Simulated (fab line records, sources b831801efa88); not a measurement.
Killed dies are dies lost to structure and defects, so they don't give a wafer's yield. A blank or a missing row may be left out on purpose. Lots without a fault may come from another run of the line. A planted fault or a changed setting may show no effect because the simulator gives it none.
A struck lot beside a sound one | flow sky130 | 23 steps out of a route of 708
Sound: wafers L676.4, L676.5, L676.6. Struck: wafers L682.3, L682.4, L682.5. The cause comes at the end.
At each step with rows: each side's tool, then ch and its chambers, then its first start. Under that, the readings that differ: sound wafers | struck wafers | difference of the means | sigmas: that difference in standard deviations of wafers without a fault.
alike: readings whose means differ by less than 2 such deviations, and words and numbers that are the same on both sides. not compared: withheld readings, readings that some wafer has no value for, bounds like >300 that may hide the same value, and numbers for which the record gives no deviation and whose values overlap.
The two part at a step that has a row with sigmas, a row that says differs or no value, or rows on one side only. Numbers that don't overlap but have no deviation are shown without sigmas and don't part them. A reading that every wafer of one side lacks parts them only if that side has two wafers or more.

first, 2 steps without rows for these wafers: SKY_POLY_GATE_CLEAN_19 (cleans in SC1/SC2, time 150 s); SKY_POLY_GATE_OXIDATION_20 (stabilise 600 s, purge 300 s, target thk 4 nm).
SKY_POLY_GATE_THK_MEAS_21:
  sound on film_metro-04, day 17 12:40; struck on film_metro-03, day 19 13:47
  alike: POLY_GATE_OXIDATION_THK
SKY_POLY_GATE_CD_MEAS_22:
  sound on cd_sem-02, day 17 12:47; struck on cd_sem-01, day 19 13:52
  alike: cd_nm
then, 7 steps without rows for these wafers: SKY_LDD_N_DEHYDRATE_00 (time 60 s); SKY_LDD_N_HMDS_01 (prime time 60 s); SKY_LDD_N_COAT_02 (resist thk 300 nm); SKY_LDD_N_SOFTBAKE_03 (time 60 s); SKY_LDD_N_EXPOSE_04 (exposes mask NTM, target cd 840 nm); SKY_LDD_N_PEB_05; SKY_LDD_N_DEVELOP_06 (develop time 60 s).
SKY_LDD_N_OVL_MEAS_07:
  sound on overlay-02, day 18 18:19; struck on overlay-01, day 20 21:04
  alike: LDD_N_OVL
SKY_LDD_N_IMPLANT_08:
  sound on implanter-01 ch 0, day 18 18:25; struck on implanter-02 ch 0, day 20 21:08
  reading                   | sound             | struck            | difference | sigmas
  implant_ion_amu           | 75 75 75          | 31 31 31          | -44        |
  model.implant.rp_nm (nm)  | 16.05 16.05 16.05 | 28.65 28.65 28.65 | +12.60     |
  model.implant.drp_nm (nm) | 7.212 7.212 7.212 | 12.97 12.97 12.97 | +5.76      |
then, 7 steps without rows for these wafers: SKY_LDD_N_IMPLANT_09; SKY_LDD_N_IMPLANT_10; SKY_LDD_N_IMPLANT_11; SKY_LDD_N_IMPLANT_12; SKY_LDD_N_IMPLANT_13; SKY_LDD_N_IMPLANT_14; SKY_LDD_N_IMPLANT_15.
SKY_LDD_N_STRIP_16: strips in O2/N2.
  sound on plasma_asher-04 ch 0,1, day 18 19:34; struck on plasma_asher-02 ch 0,1, day 20 22:19
  reading                      | sound             | struck            | difference | sigmas
  strip_time_to_endpoint_s (s) | 4.321 4.314 4.299 | 4.244 4.242 4.249 | -0.066     | -4
  alike: chamber_pressure_mTorr, drypump_motor_current_A, oes_product_au
  not compared: rf_hours_counter_h
SKY_LDD_N_TW_MEAS_17:
  sound on film_metro-03, day 18 19:40; struck on film_metro-03, day 20 22:24
  reading  | sound          | struck         | difference | sigmas
  LDD_N_TW | 2571 2567 2579 | 2529 2517 2526 | -48        | -2
-- the record jumps here: 27 days lie between the struck wafers' starts before and after (it left off in module LDD_N and takes up again in module PAD_OPEN, whose first step shown is number 708 of the route) --
SKY_PAD_OPEN_PROBE_99:
  sound on prober-02, day 46 16:04; struck on prober-02, day 47 22:15
  reading                                   | sound             | struck            | difference | sigmas
  killed_at_other                           | 1 2 1             | 0 0 0             | -1         | -2
  model.etest.tip_n.rs_ohm_sq               | 437.7 441.3 436.4 | 382.7 384.2 382.1 | -55.5      |
  model.etest.nfet_01v8_turned.drive_ua_um  | 498.1 514.9 504.7 | 533.1 552.4 553   | +40.3      |
  model.etest.nfet_01v8_lvt.drive_ua_um     | 567.9 585 574.5   | 602.7 617.3 624.5 | +39.0      |
  model.etest.nfet_01v8_swapped.drive_ua_um | 496.9 517.9 505.9 | 522.5 546.8 545.1 | +31.2      |
  model.etest.sram_nfet_pass.drive_ua_um    | 499.6 485.4 474.1 | 509.7 525.3 515.4 | +30.4      |
  model.etest.nfet_01v8.drive_ua_um         | 495.1 513.9 501.9 | 515.3 542.1 540.3 | +28.9      |
  model.etest.res_ndiff.rs_ohm_sq           | 119.9 121.1 121   | 117.6 117.2 116.5 | -3.6       |
  alike: killed_at_M0_to_M3, killed_at_M4_up, killed_at_contacts, killed_at_front_end, killed_dies, killed_open, killed_short
  not compared: model.etest.nfet_01v8.r_on_ohm_um

WHERE THEY PART
First at SKY_LDD_N_STRIP_16; last, within this record, at SKY_PAD_OPEN_PROBE_99.

WHY: what the simulator had put in
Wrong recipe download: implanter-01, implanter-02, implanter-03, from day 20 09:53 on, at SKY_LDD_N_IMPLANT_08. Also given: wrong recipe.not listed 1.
